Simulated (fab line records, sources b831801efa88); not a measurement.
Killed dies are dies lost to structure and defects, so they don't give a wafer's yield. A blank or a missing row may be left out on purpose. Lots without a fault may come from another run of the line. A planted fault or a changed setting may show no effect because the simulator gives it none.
fab line records | flow sky130
record lots=24 wafers=72 last_day=50
route steps=708 shown VIA2@531 METAL3@566 VIA3@574 METAL4@598
lots that met no fault: from a run of the same line without faults
start_h: hours from the record's first day to the start of the lot's first wafer shown | wait_h: hours since the lot's step before | " the same as in the row above | L1.1+2: a row that stands for several wafers | - no value, or no start given | * or withheld: withheld | < > ~ a bound
route shown NAME@n: a module of which the file shows steps, and the number in the route of the first | usual: mean/standard deviation of fault-free wafers | same: alike in all rows | chamber/n: place in a boat | sites: the reading at each site | _std_site: their standard deviation | _edge_site: outer sites' mean less inner sites' | radius_mm: how far each site lies from the wafer's centre | mask NAME#n: copy n | behind: the tool/chamber that last shaped the wafer | hold: why the lot was held/for how many hours/how that ended | device: the transistor (n, p or np) that didn't switch | end of line: the same wafers' tests at the end of the route | a step without rows: its recipe alone | killed: dies lost to structure and defects at the first sort, not the wafer's yield | map: a wafer's dies, x killed, . not, _ none there
set.NAME: the setting as run; set.NAME@STEP: as run at that earlier step | model.NAME: the simulator's own value behind a step, which no gauge read
steps of the route over a sample of lots; a table a step, a row a wafer
services: from which hour (start_h, from the record's first day; less than 0 if before it) a tool's chamber was out of use, for how many hours, and why
## steps
# step SKY_VIA2_CMP_24
# recipe stop_on=SiO2 t_overpolish_s=20 down_force_psi=3.5 platen_rpm=60 target_thk_nm=0 pad_velocity_m_s=0.94248
# usual edge_zone_pressure_frac=1.000/0.0052 motor_current_A=11.7/0.89 overpolish_run_s=19.999/0.0095 slurry_filter_dp_kPa=13.50/0.14 time_to_endpoint_s=98/3.4
# columns lot.wafer tool chamber start_h wait_h edge_zone_pressure_frac motor_current_A overpolish_run_s slurry_filter_dp_kPa time_to_endpoint_s
L075.1 cmp-02 0 847.22 0.1 0.999 11.0 20.001 13.52 94
L075.6 " 3 " " 1.004 11.9 20.014 13.46 102
L075.5 " 0 " " 1.000 11.0 20.003 13.36 96
L074.1 cmp-02 3 847.90 0.1 0.996 13.3 20.002 13.64 102
L074.5 " 3 " " 1.002 12.8 19.981 13.54 102
L074.6 " 0 " " 1.004 10.6 20.004 13.18 93
L076.4 cmp-01 1 857.13 0.0 1.006 13.3 20.019 13.49 100
L076.3 " 2 " " 0.992 10.7 19.991 13.51 100
L076.5 " 1 " " 1.006 12.8 20.008 13.45 100
L077.3 cmp-01 2 861.45 0.1 1.001 11.7 20.006 13.58 100
L077.4 " 3 " " 0.995 11.7 20.001 13.60 101
L077.6 " 0 " " 0.993 12.7 19.996 13.51 104
L078.1 cmp-01 0 866.85 0.1 1.002 12.6 20.004 13.57 97
L078.2 " 2 " " 0.992 11.2 20.008 13.48 96
L078.3 " 3 " " 1.000 11.8 19.992 13.65 93
L079.1 cmp-02 3 878.99 0.1 1.003 11.7 19.988 13.21 105
L079.2 " 0 " " 1.005 10.8 20.003 13.42 95
L079.5 " 2 " " 1.007 11.4 20.007 13.43 97
L080.3 cmp-02 2 885.99 0.0 1.001 11.5 20.003 13.41 101
L080.4 " 0 " " 0.997 10.3 20.010 13.45 103
L080.5 " 3 " " 1.001 12.1 19.987 13.35 106
L081.1 cmp-01 1 907.83 0.1 1.001 13.2 19.987 13.53 97
L081.3 " 2 " " 1.001 11.2 20.006 13.54 98
L081.6 " 3 " " 1.000 11.3 19.983 13.75 100
L082.3 cmp-01 3 912.63 0.1 0.995 11.8 20.004 13.23 102
L082.2 " 0 " " 0.994 12.1 19.995 13.36 102
L082.6 " 2 " " 0.997 11.2 19.996 13.45 99
L083.4 cmp-01 0 913.18 0.3 1.001 12.0 19.997 13.36 102
L083.2 " 2 " " 1.005 12.1 20.005 13.48 102
L083.6 " 3 " " 0.993 11.5 19.995 13.42 99
L084.4 cmp-02 3 922.26 0.1 0.999 12.6 19.986 13.58 106
L084.1 " 0 " " 0.998 11.0 20.008 13.67 100
L084.6 " 2 " " 0.989 12.0 19.980 13.37 105
L085.3 cmp-02 0 925.63 0.4 0.999 11.0 19.995 13.38 96
L085.5 " 1 " " 1.007 10.0 20.001 13.51 95
L085.6 " 2 " " 1.001 10.9 20.008 13.67 96
L087.2 cmp-01 3 951.59 0.0 1.004 11.5 19.991 13.55 102
L087.5 " 3 " " 1.004 12.2 19.998 13.75 103
L087.6 " 0 " " 0.999 12.3 19.999 13.54 101
L086.1 cmp-02 1 953.25 0.1 1.001 9.9 20.003 13.63 97
L086.3 " 3 " " 1.000 12.3 19.990 13.68 99
L086.5 " 1 " " 0.997 10.1 20.002 13.20 96
L088.3 cmp-01 0 955.54 0.0 1.007 12.3 19.996 13.45 97
L088.2 " 3 " " 1.002 11.2 19.999 13.61 99
L088.6 " 0 " " 0.998 11.7 19.979 13.69 101
L089.2 cmp-02 1 966.12 0.2 0.996 10.5 20.001 13.68 95
L089.5 " 2 " " 0.999 11.4 20.001 13.41 96
L089.6 " 3 " " 1.005 12.3 20.000 13.27 103
L092.4 cmp-02 1 968.33 0.0 1.010 10.4 19.996 13.50 95
L092.2 " 0 " " 0.996 10.6 19.997 13.39 95
L092.5 " 1 " " 1.003 10.2 20.008 13.50 96
L090.3 cmp-01 1 970.55 0.0 1.002 12.8 19.994 13.49 95
L090.2 " 3 " " 1.001 11.5 19.989 13.27 97
L090.5 " 1 " " 0.997 12.6 20.010 13.28 99
L091.4 cmp-01 0 972.08 0.0 0.999 12.4 19.999 13.60 97
L091.2 " 3 " " 1.008 12.1 20.003 13.42 95
L091.5 " 1 " " 0.999 12.5 20.000 13.53 93
L093.2 cmp-01 3 975.76 0.1 1.000 11.4 19.999 13.24 95
L093.4 " 0 " " 0.994 12.5 20.000 13.34 97
L093.1 " 1 " " 0.997 13.7 20.003 13.36 95
L094.1 cmp-01 3 981.69 0.1 0.999 11.4 19.997 13.38 100
L094.2 " 2 " " 0.992 11.3 19.989 13.59 96
L094.6 " 0 " " 0.997 11.8 20.008 13.52 100
L095.2 cmp-01 2 989.64 0.0 0.999 11.1 19.998 13.55 95
L095.3 " 0 " " 0.990 11.9 20.008 13.34 100
L095.1 " 1 " " 1.004 12.8 19.985 13.63 92
L096.2 cmp-02 3 998.70 0.1 1.016 12.2 20.005 13.62 102
L096.1 " 0 " " 1.005 11.2 20.014 13.70 95
L096.5 " 1 " " 0.994 10.0 19.990 13.74 98
L097.1 cmp-01 1 1005.09 0.1 0.990 12.4 20.000 13.38 101
L097.5 " 1 " " 0.991 13.1 19.999 13.66 96
L097.6 " 2 " " 1.003 11.7 20.004 13.42 97
# step SKY_METAL3_ETCH_16
# recipe chemistry=N2/H2 target=BARC ion_energy_ev=200 bias_w=100 pressure_mtorr=30 n2_flow_sccm=100 h2_flow_sccm=200 icp_w=500 stop_on=SiO2 time_s=88.2 target_depth_a=600
# usual chamber_pressure_mTorr=30.000/0.028 drypump_motor_current_A=5.9/0.38 he_backside_leak_sccm=3.2/0.37 oes_product_au=0.625/0.005 throttle_valve_pct=13.205/0.0095
# columns lot.wafer tool chamber start_h wait_h chamber_pressure_mTorr drypump_motor_current_A he_backside_leak_sccm oes_product_au rf_hours_counter_h throttle_valve_pct
L075.1 rie_metal-03 1 899.46 0.0 30.003 5.6 3.3 0.625 7 13.204
L075.5 " 1 " " 29.963 5.6 3.3 0.621 - 13.199
L075.6 " 0 " " 29.987 5.7 3.4 0.626 - 13.197
L074.1 rie_metal-03 1 900.91 0.0 29.978 5.6 3.1 0.618 7 13.216
L074.5 " 0 " " 29.976 5.7 3.2 0.625 - 13.199
L074.6 " 1 " " 30.018 5.6 3.1 0.617 - 13.195
L076.3 rie_metal-02 1 909.04 0.0 29.973 6.4 3.6 0.622 - 13.204
L076.4 " 0 " " 30.072 6.4 3.0 0.629 - 13.213
L076.5 " 1 " " 29.933 6.4 3.5 0.624 - 13.216
L077.3 rie_metal-04 1 913.03 0.0 30.058 6.0 3.2 0.627 - 13.197
L077.4 " 0 " " 30.012 5.3 3.3 0.631 - 13.208
L077.6 " 0 " " 30.003 5.3 3.2 0.628 - 13.220
L078.1 rie_metal-04 0 918.77 0.0 30.011 5.3 3.2 0.623 6 13.193
L078.2 " 1 " " 29.971 6.0 3.2 0.632 4 13.189
L078.3 " 1 " " 29.983 6.0 3.3 0.634 - 13.201
L079.1 rie_metal-02 0 929.73 0.1 30.022 6.4 3.1 0.620 3 13.201
L079.2 " 0 " " 30.023 6.4 3.0 0.626 - 13.215
L079.5 " 0 " " 30.022 6.3 3.0 0.625 - 13.196
L080.3 rie_metal-04 1 936.39 0.0 29.987 6.0 3.2 0.622 - 13.211
L080.4 " 0 " " 30.047 5.3 3.2 0.631 - 13.185
L080.5 " 1 " " 29.983 6.0 3.3 0.631 - 13.202
L081.1 rie_metal-04 0 958.96 0.0 29.974 5.3 3.1 0.624 8 13.210
L081.3 " 0 " " 30.010 5.3 3.3 0.623 - 13.202
L081.6 " 0 " " 30.024 5.3 3.3 0.630 - 13.199
L082.2 rie_metal-03 1 962.05 0.0 29.997 5.6 3.1 0.630 11 13.198
L082.3 " 0 " " 30.025 5.6 3.0 0.627 - 13.194
L082.6 " 0 " " 30.014 5.7 2.9 0.628 - 13.201
L083.2 rie_metal-03 0 963.21 0.0 30.039 5.7 2.7 0.624 1 13.206
L083.4 " 0 " " 30.044 5.7 2.7 0.629 - 13.216
L083.6 " 0 " " 30.031 5.7 2.9 0.630 - 13.191
L084.1 rie_metal-02 0 972.88 0.1 29.983 6.3 3.2 0.633 6 13.207
L084.4 " 0 " " 30.069 6.4 3.2 0.621 - 13.198
L084.6 " 0 " " 29.977 6.4 3.2 0.633 - 13.207
L085.3 rie_metal-03 0 974.50 0.0 30.009 5.6 3.0 0.631 - 13.203
L085.5 " 1 " " 29.977 5.6 3.3 0.628 - 13.194
L085.6 " 0 " " 30.010 5.7 3.1 0.622 - 13.209
L087.2 rie_metal-03 1 998.77 0.0 29.968 5.6 3.4 0.630 14 13.196
L087.5 " 0 " " 29.956 5.7 2.9 0.626 - 13.191
L087.6 " 1 " " 30.036 5.6 3.4 0.618 - 13.201
L086.1 rie_metal-03 1 1000.41 0.0 30.069 5.6 3.4 0.620 14 13.198
L086.3 " 1 " " 30.025 5.6 3.4 0.626 - 13.186
L086.5 " 0 " " 29.986 5.6 3.0 0.622 - 13.206
L088.2 rie_metal-02 0 1002.31 0.0 30.025 6.4 3.0 0.622 10 13.199
L088.3 " 0 " " 30.021 6.4 2.9 0.629 - 13.200
L088.6 " 1 " " 30.020 6.4 7.0 0.631 - 13.212
L089.2 rie_metal-02 1 1013.17 0.0 29.985 6.4 3.5 0.622 2 13.205
L089.5 " 1 " " 30.025 6.4 3.5 0.627 - 13.207
L089.6 " 0 " " 29.975 6.4 3.1 0.633 - 13.204
L092.2 rie_metal-04 0 1015.82 0.0 29.993 5.3 3.3 0.626 10 13.207
L092.4 " 1 " " 29.999 6.0 3.3 0.623 - 13.189
L092.5 " 0 " " 29.996 5.3 3.3 0.627 - 13.218
L090.2 rie_metal-02 1 1017.46 0.0 29.993 6.4 3.7 0.627 3 13.205
L090.3 " 1 " " 30.013 6.4 3.8 0.618 - 13.197
L090.5 " 0 " " 29.980 6.3 3.1 0.616 - 13.204
L091.2 rie_metal-03 1 1019.61 0.0 30.023 5.6 3.3 0.619 15 13.211
L091.4 " 0 " " 29.974 5.7 3.8 0.619 - 13.186
L091.5 " 0 " " 29.992 5.7 3.1 0.635 - 13.216
L093.1 rie_metal-03 0 1022.06 0.0 30.012 5.7 3.3 0.622 4 13.225
L093.2 " 1 " " 29.968 5.6 3.2 0.627 15 13.210
L093.4 " 1 " " 30.002 5.6 3.3 0.621 - 13.202
L094.1 rie_metal-02 0 1028.41 0.0 29.996 6.3 3.0 0.619 11 13.210
L094.2 " 1 " " 29.983 6.4 3.4 0.626 3 13.188
L094.6 " 0 " " 29.964 6.4 3.1 0.629 - 13.196
L095.1 rie_metal-04 0 1036.57 0.0 29.990 5.3 3.2 0.620 12 13.193
L095.2 " 1 " " 29.987 6.0 3.6 0.623 9 13.206
L095.3 " 1 " " 30.050 6.0 3.3 0.622 - 13.209
L096.1 rie_metal-03 1 1044.36 0.0 30.048 5.6 3.5 0.619 16 13.202
L096.2 " 0 " " 29.993 5.7 3.0 0.618 5 13.214
L096.5 " 1 " " 30.030 5.6 3.3 0.613 - 13.199
L097.1 rie_metal-03 0 1052.61 0.0 29.973 5.6 3.3 0.636 6 13.210
L097.5 " 0 " " 30.022 5.7 3.1 0.625 - 13.219
L097.6 " 1 " " 30.025 5.6 3.3 0.623 - 13.198
# step SKY_METAL3_METAL_ETCH_18
# recipe target_depth_a=8450 stop_on=SiO2 over_etch_frac=0.3 time_s=183.1 chemistry=Cl2/BCl3 resist_sidewall_deg=88 pressure_mtorr=10 icp_w=900 bias_w=48.5 Cl2_flow_sccm=60 bcl3_flow_sccm=30
# usual chamber_pressure_mTorr=10.001/0.0088 drypump_motor_current_A=5.9/0.43 he_backside_leak_sccm=3.3/0.43 oes_product_au=0.865/0.0057 throttle_valve_pct=22.265/0.0082
# columns lot.wafer tool chamber start_h wait_h chamber_pressure_mTorr drypump_motor_current_A he_backside_leak_sccm oes_product_au rf_hours_counter_h throttle_valve_pct
L075.1 rie_metal-02 0 899.58 0.0 9.997 6.3 3.1 0.876 2 22.270
L075.5 " 0 " " 9.991 6.3 3.1 0.864 - 22.258
L075.6 " 1 " " 10.013 6.4 3.6 0.856 - 22.271
L074.1 rie_metal-02 0 901.03 0.0 9.996 6.3 4.3 0.865 2 22.260
L074.5 " 0 " " 9.998 6.3 3.1 0.870 - 22.279
L074.6 " 1 " " 9.997 6.5 3.8 0.862 - 22.256
L076.3 rie_metal-04 0 909.18 0.1 10.019 5.3 3.2 0.857 - 22.282
L076.4 " 1 " " 10.006 6.0 3.5 0.865 - 22.264
L076.5 " 0 " " 10.002 5.3 2.9 0.865 - 22.260
L077.3 rie_metal-02 0 913.17 0.1 10.011 6.3 3.1 0.863 - 22.277
L077.4 " 1 " " 10.008 6.4 4.0 0.869 - 22.261
L077.6 " 0 " " 9.996 6.4 3.0 0.869 - 22.267
L078.1 rie_metal-02 1 918.89 0.0 9.998 6.4 3.5 0.876 21 22.269
L078.2 " 0 " " 10.002 6.4 3.1 0.869 3 22.264
L078.3 " 0 " " 10.006 6.3 3.0 0.872 - 22.264
L079.1 rie_metal-03 1 929.95 0.0 9.995 5.6 3.2 0.870 8 22.262
L079.2 " 1 " " 10.013 5.6 3.3 0.864 - 22.270
L079.5 " 1 " " 9.990 5.6 3.2 0.858 - 22.256
L080.3 rie_metal-03 1 936.59 0.1 10.022 5.6 3.1 0.862 - 22.265
L080.4 " 1 " " 9.991 5.6 3.2 0.866 - 22.278
L080.5 " 1 " " 10.014 5.6 3.2 0.863 - 22.275
L081.1 rie_metal-02 1 959.08 0.0 10.002 6.4 3.6 0.866 1 22.260
L081.3 " 0 " " 10.006 6.4 3.0 0.864 - 22.265
L081.6 " 0 " " 10.013 6.4 3.0 0.855 - 22.268
L082.2 rie_metal-04 0 962.17 0.0 9.999 5.3 3.3 0.858 8 22.258
L082.3 " 0 " " 10.001 5.3 3.4 0.865 - 22.252
L082.6 " 1 " " 10.011 6.0 3.3 0.864 - 22.263
L083.2 rie_metal-04 0 963.33 0.0 10.009 5.2 3.2 0.869 8 22.277
L083.4 " 0 " " 9.994 5.2 3.3 0.868 - 22.268
L083.6 " 1 " " 9.995 6.0 3.3 0.872 - 22.253
L084.1 rie_metal-04 1 973.11 0.0 10.010 6.0 3.4 0.863 6 22.262
L084.4 " 0 " " 9.996 5.3 3.1 0.870 - 22.264
L084.6 " 0 " " 10.001 5.3 3.1 0.861 - 22.262
L085.3 rie_metal-02 0 974.70 0.1 9.998 6.3 3.1 0.865 - 22.272
L085.5 " 0 " " 10.004 6.3 3.1 0.878 - 22.261
L085.6 " 0 " " 9.995 6.3 3.1 0.877 - 22.256
L087.2 rie_metal-04 1 998.89 0.0 9.990 6.0 3.4 0.870 7 22.262
L087.5 " 0 " " 9.982 5.3 3.1 0.868 - 22.267
L087.6 " 1 " " 9.990 6.0 3.3 0.868 - 22.262
L086.1 rie_metal-04 1 1000.53 0.0 9.990 6.0 3.4 0.849 7 22.256
L086.3 " 1 " " 10.004 6.0 3.5 0.861 - 22.255
L086.5 " 0 " " 10.003 5.3 3.2 0.864 - 22.249
L088.2 rie_metal-03 0 1002.43 0.0 10.000 5.7 3.3 0.863 3 22.281
L088.3 " 1 " " 9.995 5.6 3.2 0.865 - 22.270
L088.6 " 0 " " 10.000 5.7 3.1 0.870 - 22.257
L089.2 rie_metal-03 1 1013.32 0.0 10.007 5.6 3.2 0.859 15 22.260
L089.5 " 0 " " 10.006 5.7 3.1 0.869 - 22.263
L089.6 " 1 " " 10.004 5.6 3.3 0.861 - 22.263
L092.2 rie_metal-03 0 1015.94 0.0 10.005 5.6 3.1 0.874 4 22.268
L092.4 " 0 " " 9.991 5.7 2.9 0.863 - 22.272
L092.5 " 0 " " 10.003 5.6 2.9 0.872 - 22.251
L090.2 rie_metal-04 0 1017.61 0.0 9.995 5.2 3.3 0.861 11 22.278
L090.3 " 0 " " 10.001 5.3 3.3 0.875 - 22.251
L090.5 " 0 " " 10.025 5.3 3.2 0.860 - 22.262
L091.2 rie_metal-02 1 1019.73 0.0 9.987 6.5 6.2 0.865 3 22.272
L091.4 " 1 " " 10.007 6.4 3.4 0.873 - 22.267
L091.5 " 1 " " 9.997 6.4 3.5 0.868 - 22.256
L093.1 rie_metal-04 0 1022.18 0.0 10.006 5.3 3.1 0.870 11 22.269
L093.2 " 1 " " 9.999 6.0 3.6 0.866 8 22.257
L093.4 " 0 " " 10.002 5.3 3.2 0.867 - 22.260
L094.1 rie_metal-03 1 1028.53 0.0 9.997 5.6 3.3 0.870 15 22.258
L094.2 " 0 " " 10.001 5.7 3.0 0.863 5 22.284
L094.6 " 0 " " 9.998 5.7 3.1 0.867 - 22.265
L095.1 rie_metal-02 0 1036.69 0.0 10.004 6.3 3.2 0.855 12 22.277
L095.2 " 1 " " 9.996 6.4 3.7 0.865 4 22.265
L095.3 " 1 " " 10.007 6.5 3.9 0.851 - 22.262
L096.1 rie_metal-04 0 1044.48 0.0 9.999 5.3 3.2 0.863 12 22.260
L096.2 " 1 " " 10.008 6.0 3.6 0.864 9 22.268
L096.5 " 0 " " 9.984 5.3 3.4 0.857 - 22.266
L097.1 rie_metal-04 1 1052.73 0.0 9.997 6.0 3.5 0.863 10 22.274
L097.5 " 0 " " 10.010 5.3 3.2 0.860 - 22.256
L097.6 " 1 " " 10.017 6.0 3.3 0.868 - 22.266
# step SKY_VIA3_THK_MEAS_01
# recipe reads=SiO2_of_VIA3_HDPCVD_00
# usual VIA3_HDPCVD_THK=1637/17
# columns lot.wafer tool chamber start_h wait_h VIA3_HDPCVD_THK[nm]
L075.1 film_metro-01 - 900.53 0.1 1662
L075.5 " - " " 1654
L075.6 " - " " 1644
L074.1 film_metro-02 - 901.97 0.1 1634
L074.5 " - " " 1642
L074.6 " - " " 1632
L076.3 film_metro-01 - 910.24 0.1 1660
L076.4 " - " " 1631
L076.5 " - " " 1652
L077.3 film_metro-01 - 914.20 0.1 1658
L077.4 " - " " 1661
L077.6 " - " " 1676
L078.1 film_metro-04 - 919.82 0.1 1640
L078.2 " - " " 1653
L078.3 " - " " 1644
L079.1 film_metro-02 - 931.06 0.1 1643
L079.2 " - " " 1637
L079.5 " - " " 1617
L080.3 film_metro-02 - 937.65 0.1 1650
L080.4 " - " " 1623
L080.5 " - " " 1652
L081.1 film_metro-04 - 960.01 0.1 1649
L081.3 " - " " 1637
L081.6 " - " " 1638
L082.2 film_metro-01 - 963.11 0.1 1638
L082.3 " - " " 1610
L082.6 " - " " 1632
L083.2 film_metro-04 - 964.27 0.1 1659
L083.4 " - " " 1620
L083.6 " - " " 1635
L084.1 film_metro-04 - 974.08 0.1 1631
L084.4 " - " " 1610
L084.6 " - " " 1605
L085.3 film_metro-02 - 975.76 0.1 1598
L085.5 " - " " 1614
L085.6 " - " " 1619
L087.2 film_metro-02 - 999.87 0.1 1639
L087.5 " - " " 1613
L087.6 " - " " 1643
L086.1 film_metro-01 - 1001.47 0.1 1659
L086.3 " - " " 1620
L086.5 " - " " 1631
L088.2 film_metro-02 - 1003.41 0.1 1640
L088.3 " - " " 1658
L088.6 " - " " 1633
L089.2 film_metro-02 - 1014.35 0.2 1633
L089.5 " - " " 1621
L089.6 " - " " 1664
L092.2 film_metro-04 - 1016.89 0.1 1633
L092.4 " - " " 1640
L092.5 " - " " 1664
L090.2 film_metro-01 - 1018.56 0.1 1621
L090.3 " - " " 1649
L090.5 " - " " 1629
L091.2 film_metro-01 - 1020.71 0.1 1644
L091.4 " - " " 1652
L091.5 " - " " 1638
L093.1 film_metro-02 - 1023.20 0.1 1609
L093.2 " - " " 1648
L093.4 " - " " 1645
L094.1 film_metro-02 - 1029.51 0.1 1634
L094.2 " - " " 1609
L094.6 " - " " 1623
L095.1 film_metro-04 - 1037.63 0.1 1622
L095.2 " - " " 1622
L095.3 " - " " 1661
L096.1 film_metro-04 - 1045.42 0.1 1601
L096.2 " - " " 1612
L096.5 " - " " 1606
L097.1 film_metro-04 - 1054.18 0.1 1663
L097.5 " - " " 1631
L097.6 " - " " 1652
# step SKY_VIA3_OVL_MEAS_13
# usual VIA3_OVL=0/5
# columns lot.wafer tool chamber start_h wait_h VIA3_OVL[nm]
L075.1 overlay-01 - 925.29 0.1 9
L075.5 " - " " 7
L075.6 " - " " 4
L074.1 overlay-02 - 926.89 0.1 -1
L074.5 " - " " -5
L074.6 " - " " -9
L076.3 overlay-02 - 935.01 0.1 -4
L076.4 " - " " -7
L076.5 " - " " 3
L077.3 overlay-02 - 939.66 0.1 3
L077.4 " - " " -5
L077.6 " - " " -3
L078.1 overlay-02 - 945.98 0.1 -1
L078.2 " - " " -8
L078.3 " - " " -4
L079.1 overlay-02 - 956.34 0.1 5
L079.2 " - " " 0
L079.5 " - " " -3
L080.3 overlay-01 - 962.16 0.1 3
L080.4 " - " " 9
L080.5 " - " " 4
L081.1 overlay-01 - 983.99 0.1 -3
L081.3 " - " " -1
L081.6 " - " " -6
L082.2 overlay-01 - 986.55 0.1 1
L082.3 " - " " 5
L082.6 " - " " 0
L083.2 overlay-01 - 987.81 0.1 2
L083.4 " - " " -1
L083.6 " - " " -8
L084.1 overlay-02 - 996.79 0.1 6
L084.4 " - " " 8
L084.6 " - " " -1
L085.3 overlay-02 - 999.06 0.1 -3
L085.5 " - " " 4
L085.6 " - " " 13
L087.2 overlay-02 - 1023.30 0.1 15
L087.5 " - " " 0
L087.6 " - " " 0
L086.1 overlay-02 - 1024.74 0.1 9
L086.3 " - " " 5
L086.5 " - " " 8
L088.2 overlay-02 - 1026.99 0.1 -2
L088.3 " - " " -5
L088.6 " - " " -5
L089.2 overlay-02 - 1038.20 0.1 -4
L089.5 " - " " -5
L089.6 " - " " -6
L092.2 overlay-02 - 1040.34 0.1 3
L092.4 " - " " 1
L092.5 " - " " 5
L090.2 overlay-02 - 1042.91 0.1 2
L090.3 " - " " -2
L090.5 " - " " -1
L091.2 overlay-02 - 1043.96 0.1 5
L091.4 " - " " 1
L091.5 " - " " 2
L093.1 overlay-02 - 1046.89 0.1 1
L093.2 " - " " -3
L093.4 " - " " 1
L094.1 overlay-02 - 1051.54 0.1 1
L094.2 " - " " 2
L094.6 " - " " 1
L095.1 overlay-02 - 1060.15 0.1 -1
L095.2 " - " " -6
L095.3 " - " " -3
L096.1 overlay-01 - 1067.89 0.1 3
L096.2 " - " " 0
L096.5 " - " " -1
L097.1 overlay-01 - 1075.54 0.1 10
L097.5 " - " " -2
L097.6 " - " " 4
# step SKY_METAL4_SPUTTER_00
# recipe material=Ti target_thk_nm=15 power_w=3000 time_s=10 chamber_pressure_pa=0.4
# usual cathode_dc_power_W=3000.1/0.54 throttle_valve_pct=30.7/1.5
# columns lot.wafer tool chamber start_h wait_h cathode_dc_power_W throttle_valve_pct
L075.1 pvd_sputter-04 - 926.84 0.1 3000.0 30.7
L075.5 " - " " 3000.4 31.4
L075.6 " - " " 3000.1 31.8
L074.1 pvd_sputter-01 - 928.28 0.1 3000.1 29.7
L074.5 " - " " 3000.4 33.2
L074.6 " - " " 2999.3 31.0
L076.3 pvd_sputter-04 - 936.46 0.1 3000.4 32.2
L076.4 " - " " 3000.5 29.4
L076.5 " - " " 3001.0 31.6
L077.3 pvd_sputter-04 - 941.09 0.2 3000.0 29.2
L077.4 " - " " 3000.2 30.8
L077.6 " - " " 2999.8 29.5
L078.1 pvd_sputter-01 - 947.80 0.1 2998.9 31.1
L078.2 " - " " 2999.8 33.3
L078.3 " - " " 2999.4 29.7
L079.1 pvd_sputter-03 - 957.77 0.2 3000.3 31.9
L079.2 " - " " 3000.2 30.4
L079.5 " - " " 3000.8 29.7
L080.3 pvd_sputter-03 - 963.60 0.2 2999.9 30.4
L080.4 " - " " 3000.2 32.0
L080.5 " - " " 2999.9 27.3
L081.1 pvd_sputter-04 - 985.39 0.2 3001.5 31.9
L081.3 " - " " 3000.5 30.9
L081.6 " - " " 2999.3 30.6
L082.2 pvd_sputter-04 - 987.94 0.2 2999.8 32.3
L082.3 " - " " 2999.8 29.4
L082.6 " - " " 2999.7 31.9
L083.2 pvd_sputter-03 - 989.23 0.1 3000.5 29.7
L083.4 " - " " 2999.2 32.0
L083.6 " - " " 2999.9 30.0
L084.1 pvd_sputter-03 - 998.23 0.2 2999.8 27.4
L084.4 " - " " 3000.0 30.4
L084.6 " - " " 3000.4 27.3
L085.3 pvd_sputter-04 - 1000.49 0.1 3000.1 30.8
L085.5 " - " " 3000.5 29.3
L085.6 " - " " 2999.4 31.0
L087.2 pvd_sputter-01 - 1025.03 0.2 3000.5 30.8
L087.5 " - " " 3000.0 33.5
L087.6 " - " " 3000.0 29.6
L086.1 pvd_sputter-01 - 1026.23 0.2 3000.4 31.2
L086.3 " - " " 2999.7 30.7
L086.5 " - " " 3000.3 31.2
L088.2 pvd_sputter-03 - 1028.49 0.1 3000.7 27.4
L088.3 " - " " 3000.3 31.8
L088.6 " - " " 3000.6 27.6
L089.2 pvd_sputter-01 - 1039.62 0.1 3000.3 31.2
L089.5 " - " " 2999.7 30.3
L089.6 " - " " 2999.6 30.9
L092.2 pvd_sputter-03 - 1041.73 0.2 3000.1 29.9
L092.4 " - " " 3000.0 29.7
L092.5 " - " " 3000.5 32.1
L090.2 pvd_sputter-04 - 1044.33 0.2 2999.6 29.5
L090.3 " - " " 2999.5 30.8
L090.5 " - " " 2999.7 31.4
L091.2 pvd_sputter-04 - 1045.38 0.1 3000.3 30.8
L091.4 " - " " 3000.3 31.6
L091.5 " - " " 3000.7 29.5
L093.1 pvd_sputter-04 - 1048.36 0.1 3000.0 31.3
L093.2 " - " " 3000.6 30.8
L093.4 " - " " 3000.6 29.3
L094.1 pvd_sputter-01 - 1052.93 0.2 3000.3 30.8
L094.2 " - " " 3000.2 31.2
L094.6 " - " " 2999.8 30.9
L095.1 pvd_sputter-04 - 1061.68 0.1 2999.8 31.9
L095.2 " - " " 2999.9 30.6
L095.3 " - " " 2999.2 29.4
L096.1 pvd_sputter-04 - 1069.36 0.1 3001.1 30.8
L096.2 " - " " 3000.1 29.4
L096.5 " - " " 2999.1 31.5
L097.1 pvd_sputter-03 - 1077.06 0.1 2999.3 32.3
L097.5 " - " " 3000.1 27.2
L097.6 " - " " 3000.0 30.5
## services
# columns tool chamber start_h hours kind
cmp-02 - 826.05 4.9 pm
cmp-01 - 826.78 2.1 repair
cmp-01 - 849.26 2.6 repair
pvd_sputter-04 - 854.81 2.0 repair
cmp-02 - 856.58 4.0 pm
cmp-02 - 864.50 1.4 repair
pvd_sputter-01 - 877.90 3.2 repair
cmp-01 - 879.82 3.8 pm
cmp-01 - 891.95 4.6 pm
rie_metal-02 - 892.69 0.2 repair
pvd_sputter-01 - 901.31 6.1 repair
rie_metal-02 - 902.49 0.6 repair
cmp-02 - 912.00 4.0 pm
cmp-01 - 916.00 20.6 pm
rie_metal-03 0 924.36 - clean
rie_metal-03 0 924.36 23.6 scheduled_down
rie_metal-03 0 924.36 23.6 vent_cycle
cmp-01 - 935.35 0.3 repair
pvd_sputter-04 - 966.36 3.0 repair
rie_metal-02 1 968.94 18.1 repair
cmp-02 - 975.51 3.1 repair
cmp-01 - 1000.31 1.2 repair
rie_metal-04 1 1053.16 7.4 repair
pvd_sputter-01 - 1075.63 2.3 repair
## key
fault none
